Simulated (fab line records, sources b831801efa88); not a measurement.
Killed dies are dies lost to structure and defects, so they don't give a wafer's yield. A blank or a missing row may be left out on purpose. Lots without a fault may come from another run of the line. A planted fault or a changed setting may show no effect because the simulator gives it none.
Which tool did it? | flow gf180mcu | 11 lots, 33 wafers sampled, at 5 steps of a route of 602

WHAT THE GAUGES READ, wafer by wafer
GF_PASSIVATION_THK_MEAS_01. Usual: PASSIVATION_CVD_00_THK 1002 nm, standard deviation 11.
lot  | measured     | on            | PASSIVATION_CVD_00_THK (nm) | flag
L171 | day 28 18:38 | film_metro-04 | 1001 995 1014               |
L173 | day 29 01:40 | film_metro-04 | 1009 1003 1016              |
L180 | day 31 07:02 | film_metro-03 | 1088 1008 1009              |
L182 | day 31 13:07 | film_metro-03 | 997 1010 1009               |
L183 | day 31 22:19 | film_metro-04 | 994 1003 1009               |
L186 | day 32 21:38 | film_metro-04 | 981 1012 993                |
L187 | day 32 23:58 | film_metro-03 | 1004 1009 1016              |
L190 | day 33 16:55 | film_metro-03 | 996 1000 989                |
L189 | day 33 17:52 | film_metro-01 | 998 1003 1011               |
L192 | day 34 02:39 | film_metro-01 | 984 1004 1002               |
L193 | day 34 06:52 | film_metro-03 | 991 1001 1001               |

GF_PASSIVATION_THK_MEAS_03. Usual: PASSIVATION_CVD_02_THK 697 nm, standard deviation 8.1.
lot  | measured     | on            | PASSIVATION_CVD_02_THK (nm) | flag
L171 | day 28 18:59 | film_metro-01 | 685 691 702                 |
L173 | day 29 02:03 | film_metro-01 | 696 694 699                 |
L180 | day 31 07:23 | film_metro-03 | 687 681 694                 |
L182 | day 31 13:28 | film_metro-04 | 696 703 699                 |
L183 | day 31 22:40 | film_metro-04 | 691 709 706                 |
L186 | day 32 21:59 | film_metro-03 | 690 693 706                 |
L187 | day 33 00:19 | film_metro-01 | 693 709 700                 |
L190 | day 33 17:16 | film_metro-01 | 679 689 683                 |
L189 | day 33 18:13 | film_metro-03 | 693 696 710                 |
L192 | day 34 03:00 | film_metro-03 | 689 689 692                 |
L193 | day 34 07:13 | film_metro-03 | 686 687 701                 |

WHICH TOOL RAN EACH LOT (tool, then ch and the chambers of the sampled wafers, then the start)
lot  | GF_TOP_METAL_SPUTTER_00      | GF_TOP_METAL_SPUTTER_02      | GF_PASSIVATION_CVD_00
L171 | pvd_sputter-04, day 27 19:13 | pvd_sputter-04, day 27 19:21 | pecvd-03 ch 0,2, day 28 18:34
L173 | pvd_sputter-04, day 28 05:12 | pvd_sputter-04, day 28 05:20 | pecvd-04 ch 0,1, day 29 01:35
L180 | pvd_sputter-04, day 30 11:53 | pvd_sputter-04, day 30 12:01 | pecvd-04 ch 0,1,2, day 31 06:58
L182 | pvd_sputter-04, day 30 18:11 | pvd_sputter-04, day 30 18:19 | pecvd-03 ch 1,2, day 31 13:02
L183 | pvd_sputter-02, day 31 04:07 | pvd_sputter-02, day 31 04:15 | pecvd-02 ch 0,2, day 31 22:15
L186 | pvd_sputter-02, day 32 04:41 | pvd_sputter-02, day 32 04:49 | pecvd-03 ch 1,2, day 32 21:32
L187 | pvd_sputter-02, day 32 07:23 | pvd_sputter-02, day 32 07:31 | pecvd-02 ch 0,1,2, day 32 23:53
L190 | pvd_sputter-02, day 33 00:09 | pvd_sputter-02, day 33 00:17 | pecvd-03 ch 0,1,2, day 33 16:50
L189 | pvd_sputter-02, day 33 01:11 | pvd_sputter-02, day 33 01:19 | pecvd-02 ch 0,1, day 33 17:45
L192 | pvd_sputter-04, day 33 09:52 | pvd_sputter-04, day 33 10:00 | pecvd-02 ch 0,1,2, day 34 02:34
L193 | pvd_sputter-04, day 33 14:25 | pvd_sputter-04, day 33 14:34 | pecvd-03 ch 0,1,2, day 34 06:47
- GF_TOP_METAL_SPUTTER_00: material Ti, target thk 37.5 nm, time 150 s.
- GF_TOP_METAL_SPUTTER_02: material AlCu, target thk 900 nm, time 47.82 s.
- GF_PASSIVATION_CVD_00: deposits SiO2 from TEOS, target thk 1000 nm, time 111.95 s.

WHAT THE TOOLS THEMSELVES READ (means of the sampled wafers that have a number; where no wafer has one, the mark that the record gives instead)
GF_TOP_METAL_SPUTTER_00. Usual: throttle_valve_pct 30.2 %, standard deviation 0.77.
lot  | tool           | throttle_valve_pct (%) | flag
L171 | pvd_sputter-04 | 30.1                   |
L173 | pvd_sputter-04 | 30.1                   |
L180 | pvd_sputter-04 | 30.1                   |
L182 | pvd_sputter-04 | 30.2                   |
L183 | pvd_sputter-02 | 31.0                   |
L186 | pvd_sputter-02 | 29.5                   |
L187 | pvd_sputter-02 | 30.8                   |
L190 | pvd_sputter-02 | 30.6                   |
L189 | pvd_sputter-02 | 29.4                   |
L192 | pvd_sputter-04 | 29.9                   |
L193 | pvd_sputter-04 | 30.2                   |

GF_TOP_METAL_SPUTTER_02. Usual: throttle_valve_pct 30.2 %, standard deviation 0.76.
lot  | tool           | throttle_valve_pct (%) | flag
L171 | pvd_sputter-04 | 30.1                   |
L173 | pvd_sputter-04 | 30.0                   |
L180 | pvd_sputter-04 | 29.8                   |
L182 | pvd_sputter-04 | 30.0                   |
L183 | pvd_sputter-02 | 31.1                   |
L186 | pvd_sputter-02 | 29.6                   |
L187 | pvd_sputter-02 | 30.8                   |
L190 | pvd_sputter-02 | 30.3                   |
L189 | pvd_sputter-02 | 29.3                   |
L192 | pvd_sputter-04 | 30.2                   |
L193 | pvd_sputter-04 | 30.2                   |

GF_PASSIVATION_CVD_00. Usual: heater_power_w 709 W, standard deviation 98; run_length_s 139.9 s, standard deviation 0.45.
lot  | tool     | heater_power_w (W) | run_length_s (s) | flag
L171 | pecvd-03 | 773                | 140.1            |
L173 | pecvd-04 | 688                | 140.6            |
L180 | pecvd-04 | 632                | 143.5            | OFF
L182 | pecvd-03 | 745                | 139.5            |
L183 | pecvd-02 | 699                | 139.9            |
L186 | pecvd-03 | 693                | 139.7            |
L187 | pecvd-02 | 639                | 139.9            |
L190 | pecvd-03 | 772                | 139.9            |
L189 | pecvd-02 | 699                | 139.5            |
L192 | pecvd-02 | 728                | 139.4            |
L193 | pecvd-03 | 690                | 139.9            |

THE ANSWER, worked out from the rows above alone
Rule: a lot is off if the mean of its wafers that have a number lies more than 3 standard deviations from the usual mean. A lot without any number at a reading at which 4 lots or more have one is off too. The other lots that the step has rows for count as sound. The gauges are gone through in route order, then the tools' own readings, and for those a lot's mean is taken as printed above. The first step at which some lot is off is used, and at that step the reading that is off furthest; a lot without a number counts as furthest.
Off: L180, at GF_PASSIVATION_CVD_00 (run_length_s).
A tool fits if, at that step or a process step before it, it ran every lot that is off, and no sound lot after the first of them. One fits: pecvd-04 at GF_PASSIVATION_CVD_00. Its last sound lot is L173 (day 29 01:35), its first lot that is off L180 (day 31 06:58): a fault that began between those two fits.
The tool's own readings at GF_PASSIVATION_CVD_00 bear it out: on the lots that are off they differ by more than 5 times the standard deviation of the sound lots' means. run_length_s reads 143.5 s there against 139.8 s on the sound lots.

WHAT THE SIMULATOR HAD PUT IN
Process parameter drift: pecvd-04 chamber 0, from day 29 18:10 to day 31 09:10, at GF_PASSIVATION_CVD_00. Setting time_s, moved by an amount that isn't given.
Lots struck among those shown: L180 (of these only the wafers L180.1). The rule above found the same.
